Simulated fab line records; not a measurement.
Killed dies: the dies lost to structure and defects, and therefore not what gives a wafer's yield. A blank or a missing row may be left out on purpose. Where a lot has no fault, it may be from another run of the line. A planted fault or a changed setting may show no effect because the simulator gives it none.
fab line records    flow sky130    part 1 of 2: steps 1 to 24 of 34
record: lots: 5  wafers: 15  lastDay: 51
route steps=708 shown METAL1@450 VIA1@458 METAL2@483
lots that met no fault: from a run of the same line without faults
startH: the number of hours between the record's first day and the start of the first shown wafer of the lot    waitH: time in hours since the lot's previous step    " as in the row above    L1.1+2: several wafers, shown together as one row    - no value present, or no start provided    * or withheld: withheld    < > ~ a bound
route shown NAME@n: NAME is a module with steps in the file, n the number in the route of the first one    usual: mean and standard deviation over wafers with no fault    same: alike in all rows    chamber/n: place in a boat    sites: readings site by site    _std_site: the standard deviation of these    _edge_site: the outer-site mean with the inner-site mean subtracted    radiusMm: for every site, how far away it sits from the centre of the wafer    mask NAME#n: copy n    behind: the tool/chamber that last shaped the wafer    hold: cause of the lot's hold/its duration in hours/its outcome    device: the transistor (n, p or np) that didn't switch    end of line: the tests these same wafers got at the end of their route    a step with no rows: only its recipe    killed: dies that structure and defects cost at the first sort, which is not the same as the wafer's yield    map: per-die view of a wafer (x killed, . not killed, _ where there is no die)
set.NAME: the setting that was run; set.NAME@STEP: the one run at that earlier step    model.NAME: the simulator's own value behind a step, which no gauge read
lots seen at some steps along the route; tables by step, rows by wafer
services: a tool's chamber out of use, with start hour (startH, from the record's first day; less than 0 if before it), hours out, and reason
== steps ==
step: SKY_METAL1_OVL_MEAS_16
usual: METAL1_OVL: -1/5
lot.wafer  tool        chamber  startH  waitH  METAL1_OVL[nm]
L082.1     overlay-02  -        835.83  0.1    -4
L082.3     "           -        "       "      -8
L082.5     "           -        "       "      -4
L084.2     overlay-01  -        854.00  0.1    -1
L084.3     "           -        "       "      0
L084.4     "           -        "       "      1
L087.3     overlay-01  -        871.15  0.1    3
L087.4     "           -        "       "      10
L087.5     "           -        "       "      10
L094.3     overlay-01  -        933.85  0.1    -1
L094.4     "           -        "       "      -7
L094.5     "           -        "       "      2
L097.1     overlay-01  -        952.69  0.1    -5
L097.2     "           -        "       "      -4
L097.3     "           -        "       "      -9
step: SKY_METAL1_DESCUM_17
recipe: chemistry: O2  sourcePowerW: 150  biasPowerW: 0  pressureMtorr: 10  tempC: 40  timeS: 8
usual: drypumpMotorCurrentA: 5.79/0.27  oesProductAu: 1.004/0.01
lot.wafer  tool         chamber  startH  waitH  drypumpMotorCurrentA  oesProductAu  rfHoursCounterH
L082.1     rieMetal-01  1        835.87  0.0    5.83                  1.019         10
L082.3     "            1        "       "      5.86                  1.022         -
L082.5     "            1        "       "      5.84                  1.018         -
L084.2     rieMetal-03  0        854.03  0.0    5.49                  0.993         13
L084.3     "            0        "       "      5.47                  0.994         -
L084.4     "            1        "       "      6.29                  0.989         -
L087.3     rieMetal-02  1        871.18  0.0    5.49                  1.000         -
L087.4     "            0        "       "      6.02                  1.001         -
L087.5     "            0        "       "      6.01                  1.003         -
L094.3     rieMetal-02  0        933.89  0.0    6.01                  0.995         -
L094.4     "            1        "       "      5.47                  0.995         -
L094.5     "            0        "       "      6.03                  0.992         -
L097.1     rieMetal-03  0        952.72  0.0    5.46                  0.985         18
L097.2     "            1        "       "      6.28                  0.991         9
L097.3     "            1        "       "      6.30                  1.003         -
step: SKY_METAL1_ETCH_18
recipe: chemistry: N2/H2  target: BARC  ionEnergyEv: 200  biasW: 100  pressureMtorr: 30  n2FlowSccm: 100  h2FlowSccm: 200  icpW: 500  stopOn: SiO2  timeS: 45.9  targetDepthA: 600
usual: drypumpMotorCurrentA: 5.80/0.27  oesProductAu: 0.854/0.0047  throttleValvePct: 13.224/0.0096
lot.wafer  tool         chamber  startH  waitH  drypumpMotorCurrentA  oesProductAu  rfHoursCounterH  throttleValvePct
L082.1     rieMetal-01  1        835.90  0.0    5.85                  0.854         10               13.231
L082.3     "            1        "       "      5.83                  0.845         -                13.226
L082.5     "            1        "       "      5.85                  0.859         -                13.226
L084.2     rieMetal-03  0        854.06  0.0    5.48                  0.856         13               13.219
L084.3     "            0        "       "      5.48                  0.855         -                13.237
L084.4     "            1        "       "      6.29                  0.848         -                13.218
L087.3     rieMetal-02  1        871.22  0.0    5.46                  0.853         -                13.234
L087.4     "            0        "       "      6.05                  0.855         -                13.224
L087.5     "            0        "       "      6.02                  0.856         -                13.218
L094.3     rieMetal-02  0        933.93  0.0    6.06                  0.858         -                13.220
L094.4     "            1        "       "      5.47                  0.851         -                13.224
L094.5     "            0        "       "      6.06                  0.860         -                13.198
L097.1     rieMetal-03  0        952.75  0.0    5.45                  0.839         18               13.220
L097.2     "            1        "       "      6.29                  0.850         9                13.229
L097.3     "            1        "       "      6.30                  0.849         -                13.226
step: SKY_METAL1_METAL_ETCH_19
recipe: targetDepthA: 3600  stopOn: SiO2  overEtchFrac: 0.3  timeS: 78  chemistry: Cl2/BCl3  resistSidewallDeg: 88  pressureMtorr: 10  icpW: 900  biasW: 48.5  Cl2_flow_sccm: 60  bcl3FlowSccm: 30
usual: bcl3FlowSccm: 30.00/0.089  drypumpMotorCurrentA: 5.79/0.27  oesProductAu: 0.854/0.0055  throttleValvePct: 22.263/0.0093
lot.wafer  tool         chamber  startH  waitH  bcl3FlowSccm  drypumpMotorCurrentA  oesProductAu  rfHoursCounterH  throttleValvePct
L082.1     rieMetal-01  1        835.96  0.0    30.06         5.86                  0.856         10               22.253
L082.3     "            1        "       "      30.16         5.87                  0.859         -                22.263
L082.5     "            1        "       "      29.93         5.84                  0.859         -                22.264
L084.2     rieMetal-03  0        854.12  0.0    29.91         5.47                  0.850         13               22.265
L084.3     "            0        "       "      30.04         5.45                  0.866         -                22.259
L084.4     "            1        "       "      29.93         6.26                  0.855         -                22.279
L087.3     rieMetal-02  1        871.30  0.1    30.09         5.48                  0.850         -                22.274
L087.4     "            0        "       "      30.08         6.06                  0.846         -                22.262
L087.5     "            0        "       "      29.98         6.05                  0.853         -                22.252
L094.3     rieMetal-02  0        934.00  0.1    30.09         6.06                  0.854         -                22.272
L094.4     "            1        "       "      29.96         5.47                  0.864         -                22.264
L094.5     "            0        "       "      30.02         6.04                  0.851         -                22.255
L097.1     rieMetal-03  0        952.82  0.0    30.03         5.48                  0.852         18               22.258
L097.2     "            1        "       "      30.11         6.25                  0.856         9                22.251
L097.3     "            1        "       "      30.04         6.28                  0.853         -                22.270
step: SKY_METAL1_STRIP_20
recipe: chemistry: O2/N2  powerW: 1400  pressureMtorr: 1500  platenTempC: withheld  o2FlowSccm: 3000  n2FlowSccm: 300  overashFraction: 0.5
usual: drypumpMotorCurrentA: 5.2/0.4  oesProductAu: 0.342/0.0049  stripTimeToEndpointS: 2.68/0.05
lot.wafer  tool            chamber  startH  waitH  drypumpMotorCurrentA  oesProductAu  rfHoursCounterH  stripTimeToEndpointS
L082.1     plasmaAsher-03  0        836.05  0.1    5.4                   0.336         38               2.61
L082.3     "               0        "       "      5.4                   0.338         -                2.62
L082.5     "               0        "       "      5.4                   0.337         -                2.65
L084.2     plasmaAsher-01  1        854.21  0.1    4.6                   0.348         72               2.71
L084.3     "               1        "       "      4.6                   0.335         -                2.70
L084.4     "               0        "       "      5.9                   0.349         -                2.72
L087.3     plasmaAsher-01  1        871.39  0.1    4.6                   0.351         -                2.67
L087.4     "               0        "       "      5.9                   0.344         -                2.64
L087.5     "               0        "       "      5.9                   0.335         -                2.68
L094.3     plasmaAsher-04  1        934.09  0.1    5.2                   0.334         -                2.68
L094.4     "               0        "       "      4.9                   0.346         -                2.75
L094.5     "               0        "       "      4.9                   0.351         -                2.71
L097.1     plasmaAsher-01  1        952.91  0.1    4.6                   0.352         81               2.74
L097.2     "               0        "       "      5.9                   0.335         81               2.72
L097.3     "               0        "       "      5.9                   0.342         -                2.69
step: SKY_METAL1_STRIP_21
recipe: chemistry: postEtchResidueRemover  timeS: 1200  tempC: 72.5
usual: bathGuardTempC: 72.7/0.4
lot.wafer  tool         chamber  startH  waitH  bathGuardTempC
L082.1     wetBench-02  3        836.15  0.1    73.1
L082.3     "            3        "       "      73.2
L082.5     "            3        "       "      73.2
L084.2     wetBench-01  2        854.31  0.1    72.7
L084.3     "            2        "       "      73.1
L084.4     "            2        "       "      72.6
L087.3     wetBench-02  1        871.46  0.0    72.6
L087.4     "            1        "       "      72.2
L087.5     "            1        "       "      72.5
L094.3     wetBench-01  1        934.16  0.0    72.4
L094.4     "            1        "       "      72.1
L094.5     "            1        "       "      72.1
L097.1     wetBench-03  0        953.01  0.1    72.4
L097.2     "            0        "       "      72.8
L097.3     "            0        "       "      72.5
step: SKY_METAL1_CLEAN_22
recipe: chemistry: IPA  timeS: 180  tempC: 25
lot.wafer   tool         chamber  startH  waitH
L082.1+3+5  wetBench-03  3        836.49  0.0
L084.2+3+4  wetBench-02  2        855.06  0.0
L087.3+4+5  wetBench-01  3        871.86  0.0
L094.3+4+5  wetBench-02  0        934.53  0.0
L097.1+2+3  wetBench-02  1        953.35  0.0
step: SKY_METAL1_CLEAN_23
recipe: chemistry: O3/DIW  dry: n2Spin
lot.wafer   tool         chamber  startH  waitH
L082.1+3+5  wetBench-01  1        836.56  0.0
L084.2+3+4  wetBench-01  1        855.12  0.0
L087.3+4+5  wetBench-03  0        871.93  0.0
L094.3+4+5  wetBench-02  2        934.59  0.0
L097.1+2+3  wetBench-01  2        953.41  0.0
step: SKY_VIA1_HDPCVD_00
recipe: material: SiO2  targetThkNm: 1030  sigmaOpenFrac: 0.3  timeS: 171.7  tempC: 400  sih4FlowSccm: 60  pressureMtorr: 6
usual: pressureMtorr: 5.999/0.012
lot.wafer  tool       chamber  startH  waitH  pressureMtorr
L082.1     hdpcvd-02  2        836.76  0.0    6.002
L082.3     "          0        "       "      5.995
L082.5     "          2        "       "      5.996
L084.2     hdpcvd-01  0        855.32  0.0    5.996
L084.3     "          1        "       "      5.994
L084.4     "          1        "       "      6.016
L087.3     hdpcvd-02  1        872.02  0.0    5.997
L087.4     "          2        "       "      6.010
L087.5     "          1        "       "      5.995
L094.3     hdpcvd-02  1        934.68  0.0    5.995
L094.4     "          0        "       "      6.007
L094.5     "          2        "       "      5.996
L097.1     hdpcvd-02  0        953.50  0.0    6.014
L097.2     "          2        "       "      5.977
L097.3     "          1        "       "      6.015
step: SKY_VIA1_THK_MEAS_01
recipe: reads: SiO2_of_VIA1_HDPCVD_00
usual: VIA1_HDPCVD_THK: 1036/10
lot.wafer  tool          chamber  startH  waitH  VIA1_HDPCVD_THK[nm]
L082.1     filmMetro-02  -        836.87  0.1    1044
L082.3     "             -        "       "      1039
L082.5     "             -        "       "      1036
L084.2     filmMetro-02  -        855.44  0.1    1028
L084.3     "             -        "       "      1039
L084.4     "             -        "       "      1043
L087.3     filmMetro-03  -        872.15  0.1    1041
L087.4     "             -        "       "      1051
L087.5     "             -        "       "      1041
L094.3     filmMetro-02  -        934.82  0.1    1028
L094.4     "             -        "       "      1027
L094.5     "             -        "       "      1053
L097.1     filmMetro-02  -        953.62  0.1    1051
L097.2     "             -        "       "      1049
L097.3     "             -        "       "      1038
step: SKY_VIA1_CMP_02
recipe: material: SiO2  downForcePsi: 4  platenRpm: 60  padVelocityMS: 0.94248
usual: motorCurrentA: 12.3/1.8  retainingRingPressureFrac: 1.000/0.005
lot.wafer  tool    chamber  startH  waitH  motorCurrentA  retainingRingPressureFrac
L082.3     cmp-01  1        836.93  0.0    11.2           0.988
L082.1     "       0        "       "      13.7           1.004
L082.5     "       1        "       "      11.8           0.997
L084.3     cmp-01  1        855.49  0.0    11.4           1.001
L084.2     "       2        "       "      10.5           0.999
L084.4     "       0        "       "      13.5           0.992
L087.4     cmp-02  0        872.19  0.0    12.3           0.999
L087.3     "       1        "       "      9.7            0.994
L087.5     "       1        "       "      9.6            0.995
L094.4     cmp-01  1        935.33  0.5    12.0           1.007
L094.3     "       2        "       "      10.6           1.002
L094.5     "       0        "       "      14.3           1.002
L097.2     cmp-01  3        953.68  0.0    16.3           0.998
L097.1     "       0        "       "      13.5           0.996
L097.3     "       1        "       "      11.8           1.001
step: SKY_VIA1_BOW_MEAS_03
recipe: mode: bow
usual: VIA1_BOW: 81/7
lot.wafer  tool          chamber  startH  waitH  VIA1_BOW[um]
L082.1     filmMetro-03  -        837.23  0.1    81
L082.3     "             -        "       "      66
L082.5     "             -        "       "      69
L084.2     filmMetro-02  -        855.81  0.2    80
L084.3     "             -        "       "      77
L084.4     "             -        "       "      88
L087.3     filmMetro-04  -        872.53  0.2    76
L087.4     "             -        "       "      73
L087.5     "             -        "       "      80
L094.3     filmMetro-04  -        935.57  0.1    81
L094.4     "             -        "       "      86
L094.5     "             -        "       "      90
L097.1     filmMetro-02  -        953.98  0.2    90
L097.2     "             -        "       "      89
L097.3     "             -        "       "      81
step: SKY_VIA1_DEHYDRATE_04
recipe: tempC: 200  timeS: 60
usual: chillPlateTempC: 23.00/0.093
lot.wafer  tool           chamber  startH  waitH  chillPlateTempC
L082.1     lithoTrack-03  0        850.31  13.1   23.07
L082.3     "              0        "       "      22.93
L082.5     "              0        "       "      23.16
L084.2     lithoTrack-01  0        868.83  13.0   22.97
L084.3     "              0        "       "      22.92
L084.4     "              0        "       "      23.01
L087.3     lithoTrack-03  0        884.71  12.2   23.15
L087.4     "              0        "       "      22.98
L087.5     "              0        "       "      22.98
L094.3     lithoTrack-04  0        946.92  11.3   22.93
L094.4     "              0        "       "      23.00
L094.5     "              0        "       "      23.10
L097.1     lithoTrack-03  0        965.21  11.2   22.94
L097.2     "              0        "       "      22.95
L097.3     "              0        "       "      23.03
step: SKY_VIA1_HMDS_05
recipe: primeTimeS: 60  primeTempC: 120
usual: chillPlateTempC: 23.00/0.11
lot.wafer  tool           chamber  startH  waitH  chillPlateTempC
L082.1     lithoTrack-03  0        850.46  0.1    22.99
L082.3     "              0        "       "      23.03
L082.5     "              0        "       "      23.12
L084.2     lithoTrack-01  0        868.98  0.1    23.13
L084.3     "              0        "       "      23.09
L084.4     "              0        "       "      23.02
L087.3     lithoTrack-03  0        884.86  0.1    23.07
L087.4     "              0        "       "      23.18
L087.5     "              0        "       "      23.18
L094.3     lithoTrack-04  0        947.07  0.1    22.92
L094.4     "              0        "       "      22.82
L094.5     "              0        "       "      22.92
L097.1     lithoTrack-03  0        965.36  0.1    23.05
L097.2     "              0        "       "      23.09
L097.3     "              0        "       "      23.22
step: SKY_VIA1_COAT_06
recipe: resist: BARC  tempC: withheld  timeS: withheld  spinRpm: 3000  resistThkNm: 60
usual: chillPlateTempC: *
lot.wafer  tool           chamber  startH  waitH  chillPlateTempC
L082.1     lithoTrack-03  0        850.61  0.1    *
L082.3     "              0        "       "      *
L082.5     "              0        "       "      *
L084.2     lithoTrack-01  0        869.13  0.1    *
L084.3     "              0        "       "      *
L084.4     "              0        "       "      *
L087.3     lithoTrack-03  0        885.01  0.1    *
L087.4     "              0        "       "      *
L087.5     "              0        "       "      *
L094.3     lithoTrack-04  0        947.22  0.1    *
L094.4     "              0        "       "      *
L094.5     "              0        "       "      *
L097.1     lithoTrack-03  0        965.51  0.1    *
L097.2     "              0        "       "      *
L097.3     "              0        "       "      *
step: SKY_VIA1_COAT_07
recipe: resist: KrF-thick  spinRpm: 3000  resistThkNm: 450
usual: chillPlateTempC: 23.00/0.11
lot.wafer  tool           chamber  startH  waitH  chillPlateTempC
L082.1     lithoTrack-03  0        -       -      22.90
L082.3     "              0        "       "      23.00
L082.5     "              0        "       "      23.06
L084.2     lithoTrack-01  0        -       -      23.09
L084.3     "              0        "       "      23.14
L084.4     "              0        "       "      22.99
L087.3     lithoTrack-03  0        -       -      22.82
L087.4     "              0        "       "      22.99
L087.5     "              0        "       "      22.85
L094.3     lithoTrack-04  0        -       -      23.09
L094.4     "              0        "       "      22.94
L094.5     "              0        "       "      22.83
L097.1     lithoTrack-03  0        -       -      22.91
L097.2     "              0        "       "      22.98
L097.3     "              0        "       "      22.87
step: SKY_VIA1_SOFTBAKE_08
recipe: tempC: 100  timeS: 90  resist: KrF-thick
usual: chillPlateTempC: 22.99/0.1
lot.wafer  tool           chamber  startH  waitH  chillPlateTempC
L082.1     lithoTrack-03  0        -       -      22.80
L082.3     "              0        "       "      22.90
L082.5     "              0        "       "      22.71
L084.2     lithoTrack-01  0        -       -      23.08
L084.3     "              0        "       "      23.14
L084.4     "              0        "       "      23.05
L087.3     lithoTrack-03  0        -       -      23.04
L087.4     "              0        "       "      23.10
L087.5     "              0        "       "      23.01
L094.3     lithoTrack-04  0        -       -      22.93
L094.4     "              0        "       "      22.90
L094.5     "              0        "       "      23.08
L097.1     lithoTrack-03  0        -       -      23.04
L097.2     "              0        "       "      23.13
L097.3     "              0        "       "      23.14
step: SKY_VIA1_EXPOSE_09
recipe: maskId: VIM  na: 0.8  sourceShape: annular  sigmaInner: 0.55  sigmaOuter: 0.85  targetCdNm: 150  doseMj: 38
lot.wafer   tool           chamber  startH  waitH  mask
L082.1+3+5  krfScanner-01  0        -       -      VIM#0
L084.2+3+4  krfScanner-01  0        -       -      VIM#0
L087.3+4+5  krfScanner-01  0        -       -      VIM#0
L094.3+4+5  krfScanner-02  0        -       -      VIM#0
L097.1+2+3  krfScanner-02  0        -       -      VIM#0
step: SKY_VIA1_PEB_10
recipe: pebTempC: withheld  pebTimeS: withheld  resist: KrF-thick
usual: chillPlateTempC: *
lot.wafer  tool           chamber  startH  waitH  chillPlateTempC
L082.1     lithoTrack-04  0        -       -      *
L082.3     "              0        "       "      *
L082.5     "              0        "       "      *
L084.2     lithoTrack-03  0        -       -      *
L084.3     "              0        "       "      *
L084.4     "              0        "       "      *
L087.3     lithoTrack-03  0        -       -      *
L087.4     "              0        "       "      *
L087.5     "              0        "       "      *
L094.3     lithoTrack-03  0        -       -      *
L094.4     "              0        "       "      *
L094.5     "              0        "       "      *
L097.1     lithoTrack-03  0        -       -      *
L097.2     "              0        "       "      *
L097.3     "              0        "       "      *
step: SKY_VIA1_DEVELOP_11
recipe: developTimeS: 60  resist: KrF-thick  devTempC: 21
usual: chillPlateTempC: 22.97/0.11
lot.wafer  tool           chamber  startH  waitH  chillPlateTempC
L082.1     lithoTrack-04  0        -       -      23.12
L082.3     "              0        "       "      23.01
L082.5     "              0        "       "      22.91
L084.2     lithoTrack-03  0        -       -      22.89
L084.3     "              0        "       "      22.91
L084.4     "              0        "       "      22.85
L087.3     lithoTrack-03  0        -       -      23.06
L087.4     "              0        "       "      22.81
L087.5     "              0        "       "      22.95
L094.3     lithoTrack-03  0        -       -      22.98
L094.4     "              0        "       "      23.07
L094.5     "              0        "       "      22.88
L097.1     lithoTrack-03  0        -       -      23.04
L097.2     "              0        "       "      23.01
L097.3     "              0        "       "      22.89
step: SKY_VIA1_CD_MEAS_12
recipe: targetCdNm: 150
usual: cdNm: 150.1/1.7
lot.wafer  tool      chamber  startH  waitH  cdNm
L082.1     cdSem-01  -        864.47  -      151.7
L082.3     "         -        "       "      153.4
L082.5     "         -        "       "      150.8
L084.2     cdSem-01  -        882.83  -      150.3
L084.3     "         -        "       "      148.6
L084.4     "         -        "       "      149.2
L087.3     cdSem-01  -        899.25  -      149.3
L087.4     "         -        "       "      150.9
L087.5     "         -        "       "      149.6
L094.3     cdSem-01  -        960.50  -      148.2
L094.4     "         -        "       "      149.4
L094.5     "         -        "       "      150.9
L097.1     cdSem-02  -        978.56  -      151.5
L097.2     "         -        "       "      151.9
L097.3     "         -        "       "      152.2
step: SKY_VIA1_OVL_MEAS_13
usual: VIA1_OVL: -3/4.6
lot.wafer  tool        chamber  startH  waitH  VIA1_OVL[nm]
L082.1     overlay-02  -        864.59  0.1    -2
L082.3     "           -        "       "      3
L082.5     "           -        "       "      2
L084.2     overlay-02  -        882.94  0.1    -11
L084.3     "           -        "       "      1
L084.4     "           -        "       "      -5
L087.3     overlay-01  -        899.34  0.1    -6
L087.4     "           -        "       "      -6
L087.5     "           -        "       "      -5
L094.3     overlay-01  -        960.59  0.1    -1
L094.4     "           -        "       "      -3
L094.5     "           -        "       "      -5
L097.1     overlay-02  -        978.68  0.1    -9
L097.2     "           -        "       "      -4
L097.3     "           -        "       "      -3
step: SKY_VIA1_ETCH_14
recipe: chemistry: N2/H2  target: BARC  ionEnergyEv: 200  sourceW: 500  biasW: 100  pressureMtorr: 30  n2FlowSccm: 100  h2FlowSccm: 200  stopOn: SiO2  timeS: 45.9  targetDepthA: 600
usual: drypumpMotorCurrentA: 5.8/0.44  oesProductAu: 0.854/0.0051  throttleValvePct: 13.225/0.01
lot.wafer  tool        chamber  startH  waitH  drypumpMotorCurrentA  oesProductAu  rfHoursCounterH  throttleValvePct
L082.1     rieDiel-04  1        864.62  0.0    4.9                   0.853         8                13.230
L082.3     "           2        "       "      5.4                   0.857         16               13.237
L082.5     "           0        "       "      5.8                   0.851         -                13.205
L084.2     rieDiel-02  1        882.97  0.0    5.6                   0.860         20               13.232
L084.3     "           3        "       "      6.3                   0.863         9                13.232
L084.4     "           2        "       "      5.7                   0.853         -                13.235
L087.3     rieDiel-04  2        899.37  0.0    5.4                   0.848         17               13.219
L087.4     "           1        "       "      4.9                   0.853         9                13.216
L087.5     "           1        "       "      4.9                   0.852         -                13.212
L094.3     rieDiel-02  2        960.62  0.0    5.7                   0.856         28               13.228
L094.4     "           1        "       "      5.6                   0.856         23               13.220
L094.5     "           0        "       "      6.3                   0.846         -                13.223
L097.1     rieDiel-02  0        978.72  0.0    6.2                   0.869         15               13.212
L097.2     "           3        "       "      6.3                   0.849         12               13.218
L097.3     "           2        "       "      5.7                   0.843         28               13.221
step: SKY_VIA1_ETCH_15
recipe: target: SiO2  chemistry: C4F8/O2/Ar  targetDepthNm: 351  stopOn: TiN  maskMaterial: KrF-thick  sourceW: 1500  biasW: 1200  pressureMtorr: 40  c4f8FlowSccm: withheld  O2_flow_sccm: 6  Ar_flow_sccm: 300  timeS: 54
usual: oesProductAu: 0.984/0.0063
lot.wafer  tool        chamber  startH  waitH  oesProductAu  rfHoursCounterH
L082.1     rieDiel-04  1        864.66  0.0    0.978         8
L082.3     "           2        "       "      0.990         16
L082.5     "           0        "       "      0.977         -
L084.2     rieDiel-02  1        883.01  0.0    0.995         21
L084.3     "           3        "       "      0.991         9
L084.4     "           2        "       "      0.978         -
L087.3     rieDiel-04  2        899.41  0.0    0.987         17
L087.4     "           1        "       "      0.981         9
L087.5     "           1        "       "      0.978         -
L094.3     rieDiel-02  2        960.66  0.0    0.980         28
L094.4     "           1        "       "      0.983         23
L094.5     "           0        "       "      0.986         -
L097.1     rieDiel-02  0        978.76  0.0    0.991         15
L097.2     "           3        "       "      0.983         12
L097.3     "           2        "       "      0.979         29
